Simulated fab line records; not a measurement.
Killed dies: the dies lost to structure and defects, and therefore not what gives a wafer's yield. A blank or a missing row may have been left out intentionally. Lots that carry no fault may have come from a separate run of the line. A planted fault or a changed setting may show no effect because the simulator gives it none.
Chamber matching    flow sfqLine    4 sister chambers for SFQ_TRILAYER_A5B_CMP_CMP_130 on cmp-02
The step polishes, stops on Nb, target thk 340.7 nm. 8 wafers are shown with their chamber, then 8 later ones without.

== EACH WAFER AND ITS CHAMBER ==
wafer   chamber  motorCurrentA (A)  headPressurePsi (psi)
L671.2  1        10.0               3.001
L676.3  1        10.2               3.001
L686.3  3        11.3               3.000
L686.5  0        11.0               2.991
L689.1  3        10.7               2.989
L689.4  0        11.4               3.002
L689.2  2        10.9               3.008
L690.2  2        10.1               2.992

== WAFERS MISSING THEIR CHAMBER ==
wafer   motorCurrentA (A)  headPressurePsi (psi)
L690.3  9.8                2.998
L690.4  11.6               3.000
L692.2  9.9                3.000
L692.3  11.4               3.001
L692.4  10.1               3.008
L694.3  11.3               2.994
L694.2  10.2               2.989
L694.5  11.1               2.989

== EACH ONE'S CHAMBER ==
wafer   from the rows above                in truth
L690.3  can't be placed: 1 or 2            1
L690.4  can't be placed: 0 or 3 or 2       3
L692.2  can't be placed: 1 or 2            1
L692.3  can't be placed: 0 or 3 or 2       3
L692.4  can't be placed: 1 or 2 or 3       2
L694.3  can't be placed: 0 or 3 or 2       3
L694.2  can't be placed: 1 or 2 or 3 or 0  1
L694.5  can't be placed: 3 or 0 or 2       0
Placed correctly: 0 of 8. These rows do not allow placing 8 (true chamber among the candidates in 8). Number placed wrongly: 0.
How it was worked out, from the rows above alone: a wafer's distance from a chamber is the root of the sum, over the readings, of the square of ((its reading less the chamber's mean) divided by the reading's scatter). If the next closest chamber is less than 2 further off than the closest, the wafer can't be placed; otherwise it belongs to the closest. For every chamber, the mean is computed from those of its wafers that are shown. How the scatter is found: for the shown wafers, subtract from each reading the mean of its chamber, square and add these, divide the total by (wafers less chambers), then take the root.
